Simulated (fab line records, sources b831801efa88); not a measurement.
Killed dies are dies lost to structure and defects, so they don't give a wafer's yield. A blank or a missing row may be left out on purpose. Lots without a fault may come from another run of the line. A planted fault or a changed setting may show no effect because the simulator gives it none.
One fault seen from 2 desks | flow gf180mcu | each desk has only its own numbers; what lay behind them comes last

THE METROLOGY DESK
What the gauges read, lot by lot, whatever tool the lot ran on: means of the sampled wafers that have a number. A lot is out of limits, marked OUT, if its mean lies more than 4 standard deviations from the usual mean; the brackets give that distance.
Columns: A = V2_CVD_00_THK at GF_V2_THK_MEAS_01, usual 602 nm; B = V2_W_RS at GF_V2_RS_MEAS_24, usual 0.328 ohm/sq; C = V2_W_THK at GF_V2_THK_MEAS_25, usual 344 nm
lot  | first seen here | A   | B               | C
L470 | day 20 11:37    | 614 | 0.329           | 338
L474 | day 21 22:02    | 616 | 0.419 (+25) OUT | 270 (-13) OUT
L475 | day 22 10:41    | 611 | 0.327           | 350
L476 | day 22 22:20    | 601 | 0.415 (+24) OUT | 269 (-13) OUT
L478 | day 23 13:43    | 589 | 0.329           | 342
L477 | day 23 14:15    | 607 | 0.330           | 340
L482 | day 25 04:58    | 607 | 0.327           | 344
L485 | day 25 20:16    | 601 | 0.326           | 344
L487 | day 26 07:11    | 604 | 0.331           | 338
L488 | day 26 20:31    | 595 | 0.328           | 341
L490 | day 27 02:32    | 596 | 0.327           | 349
This desk's finding: out of limits on L474, L476; first on L474, day 22 22:50 (V2_W_RS at GF_V2_RS_MEAS_24). In limits: L470, L475, L478, L477, L482, L485, L487, L488, L490.

THE TOOL OWNER'S DESK: cvd_w-01
The tool's own readings at GF_V2_CVD_23 (deposits W, target thk 350 nm, time 104.94 s): means of the sampled wafers that have a number, for each lot that ran on this tool. A lot is out of limits, marked OUT, if its mean lies more than 4 standard deviations from the usual mean; the brackets give that distance.
Columns: A = heater_power_outer_w at GF_V2_CVD_23, usual 503 W; B = heater_power_w at GF_V2_CVD_23, usual 827 W; C = susceptor_temp_C at GF_V2_CVD_23, usual 399.99 C
lot  | first seen here | A   | B   | C
L470 | day 21 13:29    | 534 | 880 | 399.90
L474 | day 22 22:43    | 507 | 857 | 386.99 (-62) OUT
L476 | day 23 22:24    | 511 | 867 | 386.69 (-63) OUT
L485 | day 26 18:33    | 537 | 896 | 399.68
L488 | day 27 17:50    | 577 | 932 | 400.06
L490 | day 28 00:32    | 556 | 938 | 399.86
This desk's finding: out of limits on L474, L476; first on L474, day 22 22:43 (susceptor_temp_C at GF_V2_CVD_23). In limits: L470, L485, L488, L490.

PUT TOGETHER
The tool owner's desk could have raised an alarm at day 22 22:43, on L474, L476.
The metrology desk could have raised an alarm at day 22 22:50, on L474, L476.
Of the lots named, all ran GF_V2_CVD_23 on cvd_w-01.

WHAT THE SIMULATOR HAD PUT IN
Process parameter drift: cvd_w-01, from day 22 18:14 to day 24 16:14, at GF_V2_CVD_23. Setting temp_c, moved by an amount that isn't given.
Lots struck among those shown: L474, L476.
Hours from the fault's start to each desk's first reading out of limits: the tool owner's desk, 4; the metrology desk, 5.
